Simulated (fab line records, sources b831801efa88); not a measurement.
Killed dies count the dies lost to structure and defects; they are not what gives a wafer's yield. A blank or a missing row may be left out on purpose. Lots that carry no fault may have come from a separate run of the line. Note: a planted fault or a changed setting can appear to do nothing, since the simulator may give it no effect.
2 desks looking at one fault -- flow sky130 -- each desk has only its own numbers; what lay behind them comes last

## FOR THE TOOL OWNER'S DESK: lithoTrack-01
The tool's own readings at SKY_LOCAL_INTERCONNECT_COAT_05 (resist thk 60 nm): means of the sampled wafers that have a number, for each lot that ran on this tool. The brackets show how far a lot's mean lies from the usual mean; more than 4 standard deviations puts the lot out of limits, marked OUT.
Columns: A = exhaustPa at SKY_LOCAL_INTERCONNECT_COAT_05, usual 45.1 Pa
lot,first seen here,A
L788,day 30 21:53,44.8
L792,day 32 12:08,44.1
L793,day 32 18:29,44.8
This desk found nothing out of limits on any of the 3 lots.

## METROLOGY DESK
Lot by lot, what the gauges showed, no matter which tool ran the lot: averages of those sampled wafers that carry a number. The brackets show how far a lot's mean lies from the usual mean; more than 4 standard deviations puts the lot out of limits, marked OUT.
Columns: A = LI_CONTACT_W_RS at SKY_LI_CONTACT_RS_MEAS_22, usual 0.2839 ohm/sq; B = LI_CONTACT_W_THK at SKY_LI_CONTACT_THK_MEAS_23, usual 408 nm; C = LOCAL_INTERCONNECT_TIN_RS at SKY_LOCAL_INTERCONNECT_RS_MEAS_01, usual 14.14 ohm/sq; D = LOCAL_INTERCONNECT_TIN_THK at SKY_LOCAL_INTERCONNECT_THK_MEAS_02, usual 99.6 nm; E = cdNm at SKY_LOCAL_INTERCONNECT_CD_MEAS_11, usual 170.0 nm; F = LOCAL_INTERCONNECT_OVL at SKY_LOCAL_INTERCONNECT_OVL_MEAS_12, usual 3 nm
lot,first seen here,A,B,C,D,E,F
L788,day 30 08:07,0.2851,415,14.10,99.1,174.9,5
L792,day 31 21:46,0.2834,404,14.07,101.0,172.2,-3
L793,day 32 04:53,0.2857,401,14.05,99.8,172.1,9
L796,day 33 21:49,0.2821,407,14.12,99.3,171.0,3
L799,day 35 14:29,0.2817,419,13.96,101.4,169.8,5
L805,day 37 07:14,0.2861,411,14.38,98.0,169.7,-0
This desk found nothing out of limits on any of the 6 lots.

## BROUGHT TOGETHER
Nothing out of limits was seen by the tool owner's desk.
Nothing out of limits was seen by the metrology desk.

## WHAT THE SIMULATOR HAD INSERTED
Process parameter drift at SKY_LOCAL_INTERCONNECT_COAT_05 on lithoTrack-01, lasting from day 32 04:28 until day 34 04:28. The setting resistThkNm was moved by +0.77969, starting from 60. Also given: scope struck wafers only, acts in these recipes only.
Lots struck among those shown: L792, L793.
